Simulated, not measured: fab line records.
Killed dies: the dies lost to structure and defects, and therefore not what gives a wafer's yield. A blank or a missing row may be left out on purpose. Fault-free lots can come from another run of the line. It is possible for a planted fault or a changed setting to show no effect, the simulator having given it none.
Comparing a struck lot with a sound one	flow sfqLine	37 out of 325 route steps
Sound: these wafers, L107.1, L107.3, L107.4. Struck: wafer L115.1; the same lot's L115.3 was not struck, so it is left out; see the end for the cause.
Per side, at each step with rows, come the tool, then ch with its chambers, and then its first start. Under that, the readings that differ: sound wafers	struck wafers	difference of the means	sigmas: that difference in standard deviations of wafers without a fault.
alike: readings whose means differ by less than 2 such deviations, and words and numbers that are the same on both sides. not compared: withheld readings, readings that some wafer has no value for, bounds like >300 that may hide the same value, and numbers for which the record gives no deviation and whose values overlap.
The two part at a step that has a row with sigmas, a row that says differs or no value, or rows on one side only. When numbers do not overlap yet have no deviation, they are printed without sigmas and do not part them. A reading that every wafer of one side lacks parts them only if that side has two wafers or more.

SFQ_R5_THK_MEAS_934: measures by xrf.
  struck on filmMetro-02, day 61 19:20; sound on filmMetro-03, day 60 18:25
reading	sound	struck	difference	sigmas
R5_MONX_THK (nm)	39.3 38.8 39.8	41.1	+1.8	+3
then, 6 steps without rows for these wafers: SFQ_TRILAYER_R5_LITHO_COAT_141 (resist thk 62 nm); SFQ_TRILAYER_R5_LITHO_COAT_136 (resist thk 600 nm); SFQ_TRILAYER_R5_LITHO_SOFTBAKE_140; SFQ_TRILAYER_R5_LITHO_EXPOSE_137 (exposes mask R5, target cd 500 nm); SFQ_TRILAYER_R5_LITHO_PEB_139 (peb time 60 s); SFQ_TRILAYER_R5_LITHO_DEVELOP_138 (time 60 s).
-- the record jumps here: 5 days lie between the struck wafers' starts before and after --
SFQ_R5_OVL_MEAS_935:
  struck on overlay-01, day 66 20:31; sound on overlay-02, day 60 20:51
reading	sound	struck	difference	sigmas
R5_OVL (nm)	-17 -16 -12	8	+23	+4
SFQ_TRILAYER_R5_BARC_OPEN_METAL_ETCH_177: etches BARC in O2, target depth 125 nm, time 41.7 s.
  sound on rieMetal-04 ch 0,1, day 60 20:53; struck on rieMetal-04 ch 0, day 66 20:33
  alike: drypumpMotorCurrentA, oesProductAu
  not compared: rfHoursCounterH
then, 3 steps without rows for these wafers: SFQ_TRILAYER_R5_ETCH_METAL_ETCH_139 (etches the open film in Cl2, stops on SiO2, target depth 60 nm, time 40 s); SFQ_TRILAYER_R5_STRIP_STRIP_140 (strips in O2); SFQ_TRILAYER_R5_STRIP_SOLV_CLEAN_141 (cleans in NMP, time 600 s).
SFQ_TRILAYER_A5C_DEP_PECVD_142: deposits SiO2 from SiH4/N2O, time 15.556 s, target thk 70 nm.
  sound on pecvd-03 ch 1,2, day 60 21:47; struck on pecvd-03 ch 0, day 66 21:28
reading	sound	struck	difference	sigmas
model.SiO2_of_TRILAYER_A5C_DEP_PECVD_142.thkNm (nm)	69.04 68.37 70.08	56.71	-12.45	
  alike: heaterPowerW, throttleValvePct
  not compared: sinceWetCleanH
then, 6 steps without rows for these wafers: SFQ_TRILAYER_I5_LITHO_COAT_149 (resist thk 62 nm); SFQ_TRILAYER_I5_LITHO_COAT_144 (resist thk 650 nm); SFQ_TRILAYER_I5_LITHO_SOFTBAKE_148; SFQ_TRILAYER_I5_LITHO_EXPOSE_145 (exposes mask I5, target cd 700 nm); SFQ_TRILAYER_I5_LITHO_PEB_147 (peb time 60 s); SFQ_TRILAYER_I5_LITHO_DEVELOP_146 (time 60 s).
SFQ_I5_OVL_MEAS_936:
  struck on overlay-01, day 66 23:44; sound on overlay-02, day 65 22:55
  alike: I5_OVL
SFQ_TRILAYER_I5_BARC_OPEN_VIA_ETCH_200: etches BARC in O2, target depth 125 nm, time 41.7 s.
  sound on rieDiel-04 ch 0,2,3, day 65 22:57; struck on rieDiel-02 ch 2, day 66 23:46
reading	sound	struck	difference	sigmas
rfHoursCounterH (h)	18 18 16	11	-6	
  alike: drypumpMotorCurrentA, oesProductAu
SFQ_TRILAYER_I5_ETCH_VIA_ETCH_147: etches the open film in CHF3, stops on Nb, target depth 360 nm.
  sound on rieDiel-04 ch 0,2,3, day 65 22:59; struck on rieDiel-02 ch 2, day 66 23:49
  alike: drypumpMotorCurrentA, oesProductAu
SFQ_TRILAYER_I5_STRIP_STRIP_148: strips in O2.
  sound on rieMetal-03 ch 0,1, day 65 23:08; struck on rieMetal-01 ch 0, day 66 23:58
  alike: drypumpMotorCurrentA, oesProductAu
  not compared: rfHoursCounterH
then, 7 steps without rows for these wafers: SFQ_TRILAYER_I5_STRIP_SOLV_CLEAN_149 (cleans in NMP, time 600 s); SFQ_TRILAYER_C5_LITHO_COAT_156 (resist thk 62 nm); SFQ_TRILAYER_C5_LITHO_COAT_151 (resist thk 650 nm); SFQ_TRILAYER_C5_LITHO_SOFTBAKE_155; SFQ_TRILAYER_C5_LITHO_EXPOSE_152 (exposes mask C5, target cd 500 nm); SFQ_TRILAYER_C5_LITHO_PEB_154 (peb time 60 s); SFQ_TRILAYER_C5_LITHO_DEVELOP_153 (time 60 s).
-- the record jumps here: 5 days lie between the struck wafers' starts before and after --
SFQ_C5_OVL_MEAS_937:
  struck on overlay-01, day 71 21:43; sound on overlay-02, day 70 19:34
  alike: C5_OVL
then, 1 step without rows for these wafers: SFQ_TRILAYER_C5_BARC_OPEN_VIA_ETCH_210 (etches BARC in O2, target depth 125 nm, time 41.7 s).
SFQ_TRILAYER_C5_ETCH_VIA_ETCH_154: etches SiO2 in CHF3, stops on Nb, target depth 84 nm.
  sound on rieDiel-03 ch 0,2,3, day 70 19:38; struck on rieDiel-03 ch 3, day 71 21:47
reading	sound	struck	difference	sigmas
oesProductAu (a.u.)	0.880 0.881 0.889	0.798	-0.085	-10
model.C5.featureDepthNm (nm)	69.04 68.37 70.08	56.71	-12.45	
model.etch.depthNm (nm)	69.04 68.37 70.08	56.71	-12.45	
  alike: drypumpMotorCurrentA
then, 2 steps without rows for these wafers: SFQ_TRILAYER_C5_STRIP_STRIP_155 (strips in O2); SFQ_TRILAYER_C5_STRIP_SOLV_CLEAN_156 (cleans in NMP, time 600 s).
SFQ_TRILAYER_M6_DEP_PRE_CLEAN_158: time 22.5 s.
  struck on pvdSputter-04, day 71 22:36; sound on pvdSputter-03, day 70 20:29
reading	sound	struck	difference	sigmas
model.SiO2_of_TRILAYER_A5C_DEP_PECVD_142.thkNm (nm)	61.54 60.87 62.58	49.21	-12.45	
SFQ_TRILAYER_M6_DEP_SPUTTER_157: material Nb, target thk 200 nm, time 133.3 s.
  struck on pvdSputter-04, day 71 22:38; sound on pvdSputter-03, day 70 20:31
  alike: throttleValvePct

WHERE THEY PART
Last at SFQ_TRILAYER_C5_ETCH_VIA_ETCH_154 as far as this record goes, first at SFQ_R5_THK_MEAS_934. Later steps at which nothing parts them and some readings are alike: SFQ_TRILAYER_M6_DEP_SPUTTER_157.

WHY: whatever the simulator had introduced
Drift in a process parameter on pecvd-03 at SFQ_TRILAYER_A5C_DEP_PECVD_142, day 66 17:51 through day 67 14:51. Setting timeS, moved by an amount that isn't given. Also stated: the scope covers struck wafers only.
